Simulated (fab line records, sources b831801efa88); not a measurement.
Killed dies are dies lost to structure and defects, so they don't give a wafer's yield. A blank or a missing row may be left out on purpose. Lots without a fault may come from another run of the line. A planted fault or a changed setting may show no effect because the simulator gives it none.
Chamber matching | flow sky130 | SKY_PASSIVATION_ETCH_11 on rie_diel-03: 4 sister chambers
The step etches the open film in CF4/O2, stops on AlCu, target depth 725 nm, time 161.1 s. 14 wafers are shown with their chamber, then 7 later ones without.

WAFERS WITH THEIR CHAMBER
wafer  | chamber | drypump_motor_current_A (A) | throttle_valve_pct (%) | bias_w (W)
L075.2 | 2       | 6.0                         | 5.968                  | 150.0
L075.3 | 3       | 6.0                         | 5.962                  | 149.9
L075.6 | 3       | 5.9                         | 5.972                  | 148.8
L077.1 | 2       | 6.0                         | 5.956                  | 149.6
L077.2 | 3       | 5.9                         | 5.959                  | 150.1
L077.3 | 1       | 6.0                         | 5.951                  | 150.5
L076.1 | 1       | 6.0                         | 5.952                  | 150.9
L076.2 | 0       | 6.4                         | 5.960                  | 149.6
L076.6 | 2       | 5.9                         | 5.966                  | 149.4
L078.2 | 0       | 6.4                         | 5.973                  | 150.3
L078.4 | 3       | 6.0                         | 5.969                  | 150.5
L078.5 | 2       | 6.0                         | 5.964                  | 149.9
L083.1 | 0       | 6.4                         | 5.984                  | 150.3
L083.2 | 3       | 6.0                         | 5.979                  | 149.7

SIGNATURES (means of the wafers above)
reading                 | chamber 0 | chamber 1 | chamber 2 | chamber 3 | scatter within a chamber
drypump_motor_current_A | 6.400     | 6.000     | 5.975     | 5.960     | 0.0442
throttle_valve_pct      | 5.97233   | 5.95150   | 5.96350   | 5.96820   | 0.00792
bias_w                  | 150.067   | 150.700   | 149.725   | 149.800   | 0.473
Rule: a wafer's distance from a chamber is the root of the sum, over the readings, of the square of ((its reading less the chamber's mean) divided by the reading's scatter). The wafer belongs to the nearest chamber; if the next one is less than 2 further off, it can't be placed. The scatter: the root of (the sum of the squares of (reading less its chamber's mean) over the shown wafers, divided by (wafers less chambers)).

WAFERS WITHOUT THEIR CHAMBER
wafer  | drypump_motor_current_A (A) | throttle_valve_pct (%) | bias_w (W)
L083.6 | 6.0                         | 5.957                  | 149.2
L088.1 | 6.0                         | 5.961                  | 150.6
L088.3 | 5.9                         | 5.967                  | 150.1
L088.5 | 5.9                         | 5.983                  | 149.9
L093.1 | 6.0                         | 5.963                  | 149.7
L093.4 | 6.4                         | 5.966                  | 149.2
L093.5 | 6.0                         | 5.979                  | 149.3

WHICH CHAMBER EACH WENT THROUGH
wafer  | from the rows above          | in truth
L083.6 | can't be placed: 2 or 3 or 1 | 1
L088.1 | can't be placed: 1 or 2 or 3 | 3
L088.3 | can't be placed: 3 or 2 or 1 | 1
L088.5 | can't be placed: 3 or 2      | 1
L093.1 | can't be placed: 2 or 3 or 1 | 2
L093.4 | 0                            | 0
L093.5 | can't be placed: 3 or 2      | 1
Placed correctly: 1 of 7. Can't be placed from these rows: 6 (the true chamber is among the candidates in 4). Placed wrongly: 0.
